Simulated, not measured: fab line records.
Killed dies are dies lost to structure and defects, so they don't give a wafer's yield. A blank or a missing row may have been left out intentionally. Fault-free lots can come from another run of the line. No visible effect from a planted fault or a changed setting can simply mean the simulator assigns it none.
A struck lot beside a sound one / flow gf180mcu / 19 steps out of a route of 602
Sound: wafers L991.1, L991.2, L991.5. Wafers struck: L103.1, L103.3, L103.4. At the end, the cause is stated.
Order at every step that has rows: each side's tool, ch and its chambers, its first start. Under that, the readings that differ: sound wafers / struck wafers / difference of the means / sigmas: that difference in standard deviations of wafers without a fault.
alike: readings with means less than 2 such deviations apart, plus words and numbers identical on both sides. not compared: withheld readings, readings lacking a value on some wafer, bounds such as >300 that could conceal the same value, and numbers that have no deviation in the record and whose values overlap.
The two part at a step that has a row with sigmas, a row that says differs or no value, or rows on one side only. Non-overlapping numbers with no deviation appear without sigmas and do not part them. A reading missing from all wafers of one side parts the sides only when that side holds two or more wafers.

GF_V2_THK_MEAS_25: measures by xrf.
  struck on film metro-01, day 26 02:53; sound on film metro-01, day 21 18:53
  alike: V2_W_THK
then, 1 step without rows for these wafers: GF_V2_CMP_26 (polishes, stops on SiO2, t overpolish 15 s, target thk 0 nm).
GF_M3_SPUTTER_00: material Ti, target thk 37.5 nm, time 150 s.
  struck on pvd sputter-02, day 26 03:14; sound on pvd sputter-02, day 21 19:15
  alike: chamber pressure pa, throttle valve pct
GF_M3_SPUTTER_01: material TiN, target thk 30 nm, time 25 s.
  struck on pvd sputter-02, day 26 03:20; sound on pvd sputter-02, day 21 19:21
  alike: chamber pressure pa, throttle valve pct
GF_M3_SPUTTER_02: material AlCu, target thk 450 nm, time 23.9 s.
  struck on pvd sputter-02, day 26 03:22; sound on pvd sputter-02, day 21 19:23
  alike: chamber pressure pa, throttle valve pct
GF_M3_SPUTTER_03: material Ti, target thk 10 nm, time 6.7 s.
  struck on pvd sputter-02, day 26 03:24; sound on pvd sputter-02, day 21 19:25
  alike: chamber pressure pa, throttle valve pct
GF_M3_SPUTTER_04: material TiN, target thk 50 nm, time 41.7 s.
  struck on pvd sputter-02, day 26 03:25; sound on pvd sputter-02, day 21 19:26
  alike: chamber pressure pa, throttle valve pct
GF_M3_RS_MEAS_05: uses a four-point probe to measure.
  struck on film metro-03, day 26 03:28; sound on film metro-04, day 21 19:28
  alike: M3_ALCU_RS
GF_M3_THK_MEAS_06: measures by xrf.
  struck on film metro-03, day 26 03:35; sound on film metro-04, day 21 19:35
  alike: M3_ALCU_THK
then, 3 steps without rows for these wafers: GF_M3_DEHYDRATE_07 (time 60 s); GF_M3_HMDS_08 (prime time 60 s); GF_M3_COAT_09 (resist thk 1000 nm).
GF_M3_SOFTBAKE_10: time 60 s.
  sound on litho track-02 ch 0, day 22 07:13; struck on litho track-04 ch 0, day 26 13:48
reading=heater power total W (W); sound=93.05 93.11 93.14; struck=99.54 99.71 99.58; difference=+6.51; sigmas=+99 or more
reading=run length s (s); sound=88.70 88.83 88.72; struck=77.65 77.79 77.84; difference=-10.99; sigmas=-44
  alike: exhaust pa
then, 3 steps without rows for these wafers: GF_M3_EXPOSE_11 (exposes mask Metal3, target cd 280 nm); GF_M3_PEB_12 (peb time 90 s); GF_M3_DEVELOP_13 (develop time 60 s).
GF_M3_CD_MEAS_14 targets a cd of 280 nm.
  struck on cd sem-02, day 27 00:36; sound on cd sem-02, day 22 18:49
  alike: cd nm
GF_M3_OVL_MEAS_15:
  struck on overlay-02, day 27 00:43; sound on overlay-02, day 22 18:56
  alike: M3_OVL
following that, these wafers have no rows for 1 step: GF_PASSIVATION_PROBE_99.

== WHERE THEY PART ==
Within this record, at GF_M3_SOFTBAKE_10 only. Later steps at which nothing parts them and some readings are alike: GF_M3_CD_MEAS_14, GF_M3_OVL_MEAS_15.

WHY: what the simulator had put in
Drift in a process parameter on litho track-04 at GF_M3_SOFTBAKE_10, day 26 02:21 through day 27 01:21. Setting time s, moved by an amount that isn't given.
